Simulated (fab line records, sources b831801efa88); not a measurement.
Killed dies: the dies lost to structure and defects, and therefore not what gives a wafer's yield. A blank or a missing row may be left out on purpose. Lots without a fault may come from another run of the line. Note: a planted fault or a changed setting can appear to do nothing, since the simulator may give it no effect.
Matching of chambers | flow sky130 | SKY_CONTACT_ETCH_17 on rieDiel-04 has 4 sister chambers
The step etches SiO2 in C4F8/O2/Ar, stops on Si3N4, target depth 340 nm. 4 wafers are shown with their chamber, then 8 later ones without.

== WAFERS WITH THEIR CHAMBER ==
wafer  | chamber | oesProductAu (a.u.)
L081.6 | 3       | 0.888
L089.3 | 2       | 0.889
L089.4 | 1       | 0.891
L091.2 | 0       | 0.892

== WAFERS WHOSE CHAMBER IS MISSING ==
wafer  | oesProductAu (a.u.)
L091.4 | 0.897
L091.5 | 0.899
L092.1 | 0.891
L092.2 | 0.890
L092.4 | 0.888
L096.3 | 0.888
L096.4 | 0.896
L096.5 | 0.895

== WHICH CHAMBER EACH ONE RAN IN ==
wafer  | from the rows above               | in truth
L091.4 | can't be placed: 0 or 1 or 2 or 3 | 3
L091.5 | can't be placed: 0 or 1 or 2 or 3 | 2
L092.1 | can't be placed: 1 or 0 or 2 or 3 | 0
L092.2 | can't be placed: 1 or 2 or 0 or 3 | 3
L092.4 | can't be placed: 3 or 2 or 1 or 0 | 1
L096.3 | can't be placed: 3 or 2 or 1 or 0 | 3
L096.4 | can't be placed: 0 or 1 or 2 or 3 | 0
L096.5 | can't be placed: 0 or 1 or 2 or 3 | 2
Correctly placed: 0 of 8. Can't be placed from these rows: 8 (the true chamber is among the candidates in 8). Placed wrongly: 0.
How it was worked out, from the rows above alone: a wafer's distance from a chamber is the root of the sum, over the readings, of the square of ((its reading less the chamber's mean) divided by the reading's scatter). If the next closest chamber is less than 2 further off than the closest, the wafer can't be placed; otherwise it belongs to the closest. Each chamber's mean is taken over the wafers shown for it. The scatter (one wafer shown for each chamber): square how far every hidden wafer sits from the nearest shown wafer, average those squares and take the square root.
